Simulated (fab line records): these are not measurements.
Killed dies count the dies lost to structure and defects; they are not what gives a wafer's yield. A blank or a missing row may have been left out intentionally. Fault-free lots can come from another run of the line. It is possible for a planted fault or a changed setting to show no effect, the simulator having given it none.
Split-lot trial	flow sfq line	on a route of 325 steps: 5 lots, 27 wafers read

== THE SPLIT ==
At SFQ_TRILAYER_M8_DEP_EVAP_198 (material Pt, target thk 50 nm, time 250 s), the setting time s was moved away from the recipe's 250 s on 9 of the 27 wafers read, by +16.1% to +37.4%. For the rest of the wafers, this setting stayed at what the recipe calls for.

Reading taken at the split's own step.

== THE READING ==
Pt_of_TRILAYER_M8_DEP_EVAP_198.thk nm (the simulator's own value, which no gauge read), in nm, at SFQ_TRILAYER_M8_DEP_EVAP_198 (material Pt, target thk 50 nm, time 250 s). There is no usual value for it anywhere in the file. Average 50.51 nm, standard deviation 0.3 nm, over the 18 wafers here run with the recipe.

wafer	tool, chamber at the split	time s as run, s	against the recipe	Pt_of_TRILAYER_M8_DEP_EVAP_198.thk nm, nm	against lot-mates on the recipe
L074.4	pvd sputter-01, -	250	recipe	50.89	-
L074.5	pvd sputter-01, -	250	recipe	49.82	-
L074.6	pvd sputter-01, -	250	recipe	50.65	-
L076.1	pvd sputter-01, -	250	recipe	50.7	-
L076.2	pvd sputter-01, -	250	recipe	50.62	-
L076.3	pvd sputter-01, -	290.3	+16.1%	58.16	+7.50
L076.4	pvd sputter-01, -	290.3	+16.1%	59.5	+8.84
L076.5	pvd sputter-01, -	290.3	+16.1%	59.23	+8.57
L076.6	pvd sputter-01, -	250	recipe	50.65	-
L078.1	pvd sputter-01, -	250	recipe	50.84	-
L078.2	pvd sputter-01, -	250	recipe	50.77	-
L078.3	pvd sputter-01, -	343.4	+37.4%	68.73	+17.99
L078.4	pvd sputter-01, -	343.4	+37.4%	69.31	+18.57
L078.5	pvd sputter-01, -	343.4	+37.4%	68.79	+18.05
L078.6	pvd sputter-01, -	250	recipe	50.61	-
L079.1	pvd sputter-01, -	250	recipe	50.55	-
L079.2	pvd sputter-01, -	250	recipe	50.66	-
L079.3	pvd sputter-01, -	250	recipe	50.38	-
L079.4	pvd sputter-01, -	250	recipe	49.84	-
L079.5	pvd sputter-01, -	250	recipe	50.32	-
L079.6	pvd sputter-01, -	250	recipe	50.27	-
L084.1	pvd sputter-01, -	250	recipe	50.38	-
L084.2	pvd sputter-01, -	315.9	+26.4%	64.4	+13.85
L084.3	pvd sputter-01, -	315.9	+26.4%	64.05	+13.50
L084.4	pvd sputter-01, -	250	recipe	50.78	-
L084.5	pvd sputter-01, -	250	recipe	50.49	-
L084.6	pvd sputter-01, -	315.9	+26.4%	63.24	+12.69

THE FIT
A straight line over all 27 wafers: Pt_of_TRILAYER_M8_DEP_EVAP_198.thk nm changes by +0.5 nm for each +1% of time s; r = +1.00; the points scatter about the line by 0.41 nm.
The same after taking each lot's own level away (the mean of its wafers on the recipe; 27 wafers): +0.495 nm for each +1%; r = +1.00; scatter 0.39 nm.
On that fit, the largest move of time s shifts the reading by 18 nm.
The lots' own levels span 50.337 to 50.740 nm, that is 1.4 times the standard deviation above.
The two slopes agree, so the slope changes little with the lot-to-lot level.
Check: for one of the wafers moved furthest among these (+37.4%), held out of the fit, the line's prediction against its lot-mates is +18.7 nm. Against them it came out at +18 nm.

== OTHER SPLITS ON THESE WAFERS ==
Note: prior to the reading, these wafers also went through further splits. Each is held against what the fit with the lots' levels taken away leaves over:
other split on the same wafers	wafers away from the commonest value	r with Pt_of_TRILAYER_M8_DEP_EVAP_198.thk nm (lot level and that fit taken away)
SFQ_TRILAYER_JJ_TRILAYER_DEP_SPUTTER_112 time s	9	-0.22
SFQ_TRILAYER_A5B_DEP_PECVD_129 time s	9	+0.15
SFQ_TRILAYER_C5_BARC_OPEN_VIA_ETCH_210 time s	6	+0.14
SFQ_TRILAYER_I6_DEP_PECVD_165 time s	9	+0.01
SFQ_TRILAYER_I7_VIA_BARC_OPEN_VIA_ETCH_260 time s	12	+0.06

== FILE'S OWN FIT ==
Pt_of_TRILAYER_M8_DEP_EVAP_198.thk nm changes by +0.496 nm for each +1% of time s, r = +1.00.
